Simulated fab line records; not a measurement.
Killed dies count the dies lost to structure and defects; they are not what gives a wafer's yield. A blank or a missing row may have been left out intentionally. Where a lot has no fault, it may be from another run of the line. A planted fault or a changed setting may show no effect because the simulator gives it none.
fab line records ; flow sky130
record lots=12; wafers=36; last-day=50
route steps=708 shown RES_XHIGH@340 METAL4@600 VIA4@652 PAD_OPEN@708
lots that met no fault: taken from a fault-free run of the same line
start-h: start of the lot's first displayed wafer, in hours after the record's first day ; wait-h: time in hours since the lot's previous step ; " as in the row above ; L1.1+2: one row covering several wafers at once ; - no value present, or no start provided ; * or withheld: withheld ; < > ~ a bound
route shown NAME@n: a module of which the file shows steps, and the number in the route of the first ; usual: mean/standard deviation of fault-free wafers ; same: alike in all rows ; chamber/n: place in a boat ; sites: each site's reading ; _std_site: standard deviation across them ; _edge_site: outer sites' mean less inner sites' ; radius-mm: for every site, how far away it sits from the centre of the wafer ; mask NAME#n: copy n ; behind: the most recent tool/chamber to have shaped the wafer ; hold: the reason the lot was held/the length of the hold in hours/how it ended ; device: which transistor (n, p or np) failed to switch ; end of line: the route-end tests of the same wafers ; step lacking rows: just its recipe ; killed: not the wafer's yield, but the dies lost to structure and defects at the first sort ; map: the dies of a wafer, with x for killed, . for not killed, _ for no die there
set.NAME: the run value of the setting; set.NAME@STEP: its run value at that earlier step ; model.NAME: the simulator's own value behind a step, which no gauge read
one table for each step of the route and one row for each wafer, over a sample of lots
services: the hour from which a tool's chamber was out of use, counted from the record's first day as start-h (under 0 if before that day), plus the number of hours and why
## steps
# step SKY_RES_XHIGH_STRIP_08
# recipe chemistry=O2/N2; power-w=1400; pressure-mtorr=1500; platen-temp-c=withheld; o2-flow-sccm=3000; n2-flow-sccm=300; overash-fraction=0.5
# usual drypump-motor-current-A=6.0/0.72; o2-flow-sccm=3001/8.4; oes-product-au=0.711/0.0042; strip-time-to-endpoint-s=14.28/0.043
lot.wafer;tool;chamber;start-h;wait-h;drypump-motor-current-A;o2-flow-sccm;oes-product-au;rf-hours-counter-h;strip-time-to-endpoint-s
L561.1;plasma-asher-04;0;611.02;0.1;6.6;2990;0.708;79;14.34
L561.5;plasma-asher-04;0;611.02;0.1;6.6;2999;0.708;-;14.32
L561.6;plasma-asher-04;1;611.02;0.1;6.7;2996;0.713;-;14.35
L564.2;plasma-asher-04;0;638.26;0.1;6.6;3007;0.716;81;14.27
L564.5;plasma-asher-04;0;638.26;0.1;6.6;2986;0.710;-;14.31
L564.6;plasma-asher-04;1;638.26;0.1;6.7;3009;0.707;-;14.31
L565.3;plasma-asher-04;1;658.39;0.1;6.7;2994;0.713;-;14.31
L565.4;plasma-asher-04;0;658.39;0.1;6.6;3001;0.715;-;14.37
L565.6;plasma-asher-04;0;658.39;0.1;6.6;3011;0.717;-;14.36
L566.1;plasma-asher-04;0;671.16;0.1;6.6;2997;0.707;85;14.28
L566.2;plasma-asher-04;1;671.16;0.1;6.7;3003;0.712;85;14.25
L566.4;plasma-asher-04;1;671.16;0.1;6.7;2998;0.708;-;14.24
L567.2;plasma-asher-04;1;673.86;0.1;6.6;2999;0.701;85;14.32
L567.3;plasma-asher-04;1;673.86;0.1;6.6;2985;0.707;-;14.32
L567.6;plasma-asher-04;1;673.86;0.1;6.6;2988;0.705;-;14.31
L569.3;plasma-asher-04;0;684.50;0.1;6.6;3008;0.714;-;14.32
L569.4;plasma-asher-04;1;684.50;0.1;6.7;3011;0.713;-;14.31
L569.5;plasma-asher-04;0;684.50;0.1;6.6;2997;0.704;-;14.35
L571.1;plasma-asher-02;1;696.72;0.1;5.7;3005;0.714;26;14.31
L571.5;plasma-asher-02;1;696.72;0.1;5.7;3006;0.715;-;14.28
L571.6;plasma-asher-02;0;696.72;0.1;5.7;2995;0.710;-;14.31
L573.2;plasma-asher-04;0;713.61;0.1;6.6;3003;0.705;90;14.26
L573.3;plasma-asher-04;1;713.61;0.1;6.7;2994;0.713;-;14.31
L573.6;plasma-asher-04;0;713.61;0.1;6.6;3010;0.709;-;14.31
L574.1;plasma-asher-02;0;741.36;0.1;5.7;3001;0.711;31;14.32
L574.3;plasma-asher-02;1;741.36;0.1;5.7;2996;0.709;-;14.34
L574.5;plasma-asher-02;1;741.36;0.1;5.6;2990;0.707;-;14.31
L579.2;plasma-asher-04;0;764.51;0.1;6.6;2996;0.719;95;14.16
L579.3;plasma-asher-04;1;764.51;0.1;6.7;3015;0.719;-;14.24
L579.4;plasma-asher-04;0;764.51;0.1;6.6;2990;0.714;-;14.18
L583.1;plasma-asher-04;1;800.01;0.1;6.6;3000;0.714;98;14.26
L583.4;plasma-asher-04;1;800.01;0.1;6.6;2998;0.721;-;14.25
L583.6;plasma-asher-04;1;800.01;0.1;6.7;3010;0.717;-;14.28
L584.1;plasma-asher-01;1;802.46;0.1;6.3;2994;0.705;67;14.31
L584.2;plasma-asher-01;0;802.46;0.1;4.7;2993;0.711;67;14.32
L584.4;plasma-asher-01;0;802.46;0.1;4.7;3006;0.708;-;14.29
# step SKY_METAL4_SPUTTER_02
# recipe material=AlCu; target-thk-nm=735; power-w=10600; time-s=39.1; chamber-pressure-pa=0.4
# usual chamber-pressure-pa=0.3999/0.00079; throttle-valve-pct=29.8/0.83
lot.wafer;tool;chamber;start-h;wait-h;chamber-pressure-pa;throttle-valve-pct
L561.1;pvd-sputter-03;-;924.18;0.0;0.4002;30.7
L561.5;pvd-sputter-03;-;924.18;0.0;0.4001;28.9
L561.6;pvd-sputter-03;-;924.18;0.0;0.3992;28.9
L564.2;pvd-sputter-02;-;948.73;0.0;0.3998;30.8
L564.5;pvd-sputter-02;-;948.73;0.0;0.3988;30.0
L564.6;pvd-sputter-02;-;948.73;0.0;0.4001;30.4
L565.3;pvd-sputter-02;-;964.15;0.0;0.4010;30.6
L565.4;pvd-sputter-02;-;964.15;0.0;0.4007;30.8
L565.6;pvd-sputter-02;-;964.15;0.0;0.4018;30.0
L566.1;pvd-sputter-01;-;979.03;0.0;0.3992;29.5
L566.2;pvd-sputter-01;-;979.03;0.0;0.3991;30.2
L566.4;pvd-sputter-01;-;979.03;0.0;0.3994;28.8
L567.2;pvd-sputter-02;-;979.33;0.0;0.3990;30.1
L567.3;pvd-sputter-02;-;979.33;0.0;0.4008;28.8
L567.6;pvd-sputter-02;-;979.33;0.0;0.3994;29.9
L569.3;pvd-sputter-01;-;987.58;0.0;0.4006;29.8
L569.4;pvd-sputter-01;-;987.58;0.0;0.4007;30.1
L569.5;pvd-sputter-01;-;987.58;0.0;0.4007;30.4
L571.1;pvd-sputter-03;-;995.31;0.0;0.4008;28.9
L571.5;pvd-sputter-03;-;995.31;0.0;0.3993;28.9
L571.6;pvd-sputter-03;-;995.31;0.0;0.4001;28.6
L573.2;pvd-sputter-02;-;1012.01;0.0;0.3991;30.8
L573.3;pvd-sputter-02;-;1012.01;0.0;0.3992;30.7
L573.6;pvd-sputter-02;-;1012.01;0.0;0.3998;29.2
L574.1;pvd-sputter-01;-;1034.03;0.0;0.3999;29.3
L574.3;pvd-sputter-01;-;1034.03;0.0;0.3994;28.9
L574.5;pvd-sputter-01;-;1034.03;0.0;0.3996;29.1
L579.2;pvd-sputter-03;-;1054.58;0.0;0.3995;28.9
L579.3;pvd-sputter-03;-;1054.58;0.0;0.3989;29.0
L579.4;pvd-sputter-03;-;1054.58;0.0;0.3992;30.4
L583.1;pvd-sputter-02;-;1082.82;0.0;0.3991;29.9
L583.4;pvd-sputter-02;-;1082.82;0.0;0.3990;28.6
L583.6;pvd-sputter-02;-;1082.82;0.0;0.3996;29.7
L584.1;pvd-sputter-03;-;1087.43;0.0;0.4006;28.9
L584.2;pvd-sputter-03;-;1087.43;0.0;0.4000;30.9
L584.4;pvd-sputter-03;-;1087.43;0.0;0.4000;30.5
# step SKY_VIA4_STRIP_13
# recipe chemistry=O2/N2; power-w=1400; pressure-mtorr=1500; platen-temp-c=withheld; o2-flow-sccm=3000; n2-flow-sccm=300; overash-fraction=0.5
# usual drypump-motor-current-A=5.7/0.74; o2-flow-sccm=3003/8.7; oes-product-au=0.710/0.0044; strip-time-to-endpoint-s=12.808/0.028
lot.wafer;tool;chamber;start-h;wait-h;drypump-motor-current-A;o2-flow-sccm;oes-product-au;rf-hours-counter-h;strip-time-to-endpoint-s
L561.1;plasma-asher-01;1;999.48;-;6.3;3020;0.712;87;12.777
L561.5;plasma-asher-01;0;999.48;-;4.7;3005;0.706;-;12.792
L561.6;plasma-asher-01;1;999.48;-;6.3;3012;0.705;-;12.811
L564.2;plasma-asher-04;0;1021.32;-;6.6;3001;0.714;118;12.838
L564.5;plasma-asher-04;0;1021.32;-;6.6;3025;0.704;-;12.826
L564.6;plasma-asher-04;1;1021.32;-;6.7;2995;0.700;-;12.784
L565.3;plasma-asher-04;0;1036.35;-;6.6;3005;0.709;-;12.826
L565.4;plasma-asher-04;1;1036.35;-;6.7;3000;0.712;-;12.779
L565.6;plasma-asher-04;0;1036.35;-;6.6;3012;0.706;-;12.816
L566.1;plasma-asher-04;1;1049.93;-;6.6;2997;0.704;121;12.825
L566.2;plasma-asher-04;0;1049.93;-;6.6;3003;0.716;121;12.870
L566.4;plasma-asher-04;1;1049.93;-;6.7;3008;0.701;-;12.779
L567.2;plasma-asher-03;1;1050.42;-;6.0;2999;0.715;31;12.790
L567.3;plasma-asher-03;1;1050.42;-;6.0;2996;0.703;-;12.807
L567.6;plasma-asher-03;1;1050.42;-;6.0;2997;0.709;-;12.789
L569.3;plasma-asher-01;1;1057.81;-;6.3;3010;0.712;-;12.814
L569.4;plasma-asher-01;0;1057.81;-;4.7;3007;0.704;-;12.778
L569.5;plasma-asher-01;0;1057.81;-;4.7;3006;0.706;-;12.841
L571.1;plasma-asher-03;1;1064.52;-;6.0;2985;0.709;32;12.759
L571.5;plasma-asher-03;1;1064.52;-;5.9;3000;0.707;-;12.830
L571.6;plasma-asher-03;0;1064.52;-;4.9;3004;0.713;-;12.800
L573.2;plasma-asher-01;0;1080.02;-;4.7;2993;0.710;95;12.765
L573.3;plasma-asher-01;1;1080.02;-;6.3;3005;0.706;-;12.778
L573.6;plasma-asher-01;1;1080.02;-;6.2;3011;0.708;-;12.820
L574.1;plasma-asher-04;0;1099.83;-;6.6;2998;0.709;4;12.763
L574.3;plasma-asher-04;1;1099.83;-;6.7;3015;0.714;-;12.800
L574.5;plasma-asher-04;0;1099.83;-;6.6;3001;0.712;-;12.759
L579.2;plasma-asher-03;0;1117.42;-;4.9;3004;0.707;37;12.807
L579.3;plasma-asher-03;1;1117.42;-;6.0;3006;0.715;-;12.781
L579.4;plasma-asher-03;0;1117.42;-;4.9;2995;0.710;-;12.832
L583.1;plasma-asher-01;0;1143.82;-;4.7;2998;0.705;102;12.806
L583.4;plasma-asher-01;1;1143.82;-;6.2;3002;0.712;-;12.832
L583.6;plasma-asher-01;1;1143.82;-;6.3;3017;0.713;-;12.818
L584.1;plasma-asher-01;0;1147.47;-;4.8;3008;0.712;103;12.773
L584.2;plasma-asher-01;1;1147.47;-;6.3;3002;0.702;103;12.785
L584.4;plasma-asher-01;0;1147.47;-;4.7;3013;0.703;-;12.772
# step SKY_VIA4_CVD_18
# recipe material=W; target-thk-nm=505; time-s=152.14; temp-c=400; pressure-torr=40
# usual heater-power-w=837/97
lot.wafer;tool;chamber;start-h;wait-h;heater-power-w
L561.1;cvd-w-01;1;1000.13;0.0;775
L561.5;cvd-w-01;1;1000.13;0.0;775
L561.6;cvd-w-01;0;1000.13;0.0;893
L564.2;cvd-w-01;0;1021.98;0.0;888
L564.5;cvd-w-01;1;1021.98;0.0;790
L564.6;cvd-w-01;0;1021.98;0.0;907
L565.3;cvd-w-02;0;1037.03;0.1;711
L565.4;cvd-w-02;1;1037.03;0.1;988
L565.6;cvd-w-02;1;1037.03;0.1;959
L566.1;cvd-w-01;0;1050.63;0.0;879
L566.2;cvd-w-01;1;1050.63;0.0;770
L566.4;cvd-w-01;0;1050.63;0.0;876
L567.2;cvd-w-02;1;1051.11;0.0;968
L567.3;cvd-w-02;1;1051.11;0.0;974
L567.6;cvd-w-02;1;1051.11;0.0;958
L569.3;cvd-w-01;1;1058.56;0.1;783
L569.4;cvd-w-01;0;1058.56;0.1;899
L569.5;cvd-w-01;0;1058.56;0.1;871
L571.1;cvd-w-02;0;1065.57;0.0;712
L571.5;cvd-w-02;0;1065.57;0.0;720
L571.6;cvd-w-02;1;1065.57;0.0;952
L573.2;cvd-w-02;0;1080.82;0.0;725
L573.3;cvd-w-02;1;1080.82;0.0;965
L573.6;cvd-w-02;0;1080.82;0.0;722
L574.1;cvd-w-01;0;1100.48;0.0;896
L574.3;cvd-w-01;1;1100.48;0.0;780
L574.5;cvd-w-01;0;1100.48;0.0;858
L579.2;cvd-w-01;0;1118.55;0.1;885
L579.3;cvd-w-01;1;1118.55;0.1;783
L579.4;cvd-w-01;0;1118.55;0.1;870
L583.1;cvd-w-02;1;1145.01;0.0;981
L583.4;cvd-w-02;0;1145.01;0.0;733
L583.6;cvd-w-02;0;1145.01;0.0;720
L584.1;cvd-w-02;1;1148.13;0.0;959
L584.2;cvd-w-02;0;1148.13;0.0;738
L584.4;cvd-w-02;1;1148.13;0.0;956
# step SKY_PAD_OPEN_PROBE_99
# usual killed_at_M0_to_M3=43/6.7; killed_at_M4_up=3.2/1.9; killed-at-contacts=24/5.9; killed-at-front-end=15/4.1; killed-at-other=0.3/0.56; killed-dies=86/9.5; killed-open=47/7.4; killed-short=39/5.5
# same gross-dies=492; killed-at-back-side=0
lot.wafer;tool;chamber;start-h;wait-h;killed_at_M0_to_M3;killed_at_M4_up;killed-at-contacts;killed-at-front-end;killed-at-other;killed-dies;killed-open;killed-short
L571.1;prober-02;-;1131.51;0.1;45;2;23;14;0;84;46;38
L571.5;prober-02;-;1131.71;0.2;42;3;21;21;1;88;43;45
L571.6;prober-02;-;1131.76;0.2;42;3;34;14;0;93;53;40
L579.2;prober-01;-;1176.59;0.1;49;3;22;16;0;90;61;29
L579.3;prober-01;-;1176.64;0.2;48;2;23;11;30;114;48;36
L579.4;prober-01;-;1176.69;0.2;47;7;26;14;0;94;53;41
L583.1;prober-01;-;1198.79;0.1;30;6;19;12;31;98;32;35
L583.4;prober-01;-;1198.94;0.2;41;4;21;13;27;106;45;34
L583.6;prober-01;-;1199.04;0.2;34;4;12;7;33;90;23;34
# killed by level:class
L571.1 CONTACT:geometric-particle:open=12 VIA3:geometric-particle:open=10 VIA1:geometric-particle:open=6 VIA2:geometric-particle:open=6 LOCAL_INTERCONNECT:geometric-particle:short=5 POLY_GATE:geometric-particle:short=4 VIA1:geometric-particle:short=4 METAL2:geometric-particle:short=4
L571.5 VIA1:geometric-particle:open=10 CONTACT:geometric-particle:open=7 POLY_GATE:geometric-particle:open=6 VIA3:geometric-particle:open=5 POLY_GATE:geometric-particle:short=5 LI_CONTACT:geometric-particle:open=5 LOCAL_INTERCONNECT:geometric-particle:short=5 METAL1:geometric-particle:short=5
L571.6 CONTACT:geometric-particle:open=14 LI_CONTACT:geometric-particle:open=9 VIA1:geometric-particle:short=8 VIA1:geometric-particle:open=8 VIA3:geometric-particle:open=8 FIELD_ISO:geometric-particle:short=4 VIA2:geometric-particle:short=4 LOCAL_INTERCONNECT:geometric-particle:open=4
L579.2 VIA1:geometric-particle:open=17 LI_CONTACT:geometric-particle:open=9 CONTACT:geometric-particle:open=8 VIA2:geometric-particle:open=7 VIA3:geometric-particle:short=7 VIA3:geometric-particle:open=6 FIELD_ISO:geometric-particle:open=5 POLY_GATE:geometric-particle:open=5
L579.3 RES_XHIGH:unspecified=30 VIA1:geometric-particle:open=15 VIA2:geometric-particle:open=7 LOCAL_INTERCONNECT:geometric-particle:short=6 CONTACT:geometric-particle:open=6 LI_CONTACT:geometric-particle:open=5 CONTACT:geometric-particle:short=5 VIA1:geometric-particle:short=5
L579.4 VIA1:geometric-particle:open=14 VIA3:geometric-particle:open=9 CONTACT:geometric-particle:open=9 LI_CONTACT:geometric-particle:open=6 LOCAL_INTERCONNECT:geometric-particle:short=6 VIA1:geometric-particle:short=5 VIA2:geometric-particle:short=4 VIA2:geometric-particle:open=4
L583.1 RES_XHIGH:unspecified=31 CONTACT:geometric-particle:open=8 VIA3:geometric-particle:open=8 METAL4:geometric-particle:short=6 FIELD_ISO:geometric-particle:short=5 VIA1:geometric-particle:open=5 METAL1:geometric-particle:short=4 LI_CONTACT:geometric-particle:open=3
L583.4 RES_XHIGH:unspecified=27 VIA3:geometric-particle:open=8 VIA1:geometric-particle:open=7 CONTACT:geometric-particle:open=7 VIA2:geometric-particle:open=6 VIA2:geometric-particle:short=5 VIA1:geometric-particle:short=5 FIELD_ISO:geometric-particle:open=4
L583.6 RES_XHIGH:unspecified=33 VIA1:geometric-particle:open=8 METAL2:geometric-particle:short=6 LI_CONTACT:geometric-particle:open=5 METAL1:geometric-particle:short=4 VIA1:geometric-particle:short=4 VIA2:geometric-particle:short=3 VIA2:geometric-particle:open=3
## services
tool;chamber;start-h;hours;kind
plasma-asher-04;-;600.74;2.0;repair
cvd-w-02;0;621.00;7.0;repair
cvd-w-02;-;674.90;0.9;repair
cvd-w-01;1;682.48;9.5;repair
plasma-asher-01;-;688.86;1.1;repair
cvd-w-02;1;716.17;11.9;repair
pvd-sputter-02;-;718.28;0.5;repair
cvd-w-02;-;720.67;2.9;repair
cvd-w-01;1;728.82;4.6;repair
cvd-w-01;-;729.35;1.2;repair
pvd-sputter-02;-;763.54;2.9;repair
cvd-w-02;-;771.61;6.0;pm
plasma-asher-04;-;896.18;2.8;pm
cvd-w-01;-;904.00;14.0;pm
plasma-asher-04;-;904.44;11.5;repair
pvd-sputter-02;-;908.03;4.5;repair
cvd-w-02;1;969.02;3.4;repair
plasma-asher-04;-;1055.25;9.0;pm
cvd-w-02;-;1055.51;0.9;repair
pvd-sputter-03;-;1075.49;11.1;repair
cvd-w-02;-;1089.77;6.9;pm
pvd-sputter-03;-;1093.45;15.1;repair
cvd-w-02;1;1115.11;20.3;repair
plasma-asher-04;-;1142.56;7.4;repair
## key
first-sign step=SKY_PAD_OPEN_PROBE_99; reading=killed-at-other; direction=up; sigmas=30; usual=0.3; struck=30.2
effect none on later readings
met-at SKY_RES_XHIGH_STRIP_08
struck-lots L579,L583
struck-wafers L579.3,L583.1,L583.4,L583.6
tester-left-out L579,L583
not-acting-at SKY_METAL4_SPUTTER_02,SKY_VIA4_STRIP_13,SKY_VIA4_CVD_18
onset-between 713.61 764.51
fault kind=chamber-particle-source; tool=plasma-asher-04; chamber=1; onset-h=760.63; steps=SKY_RES_XHIGH_STRIP_08; rate-per-visit-cm2=0.44359; end-h=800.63
# tester-left-out: of these lots the tester's yield and bins aren't shown, on N5 and GAA mostly nor the transistor test; their killed dies are dies lost to structure and defects alone, not to doping, threshold or leakage, so they don't give the yield
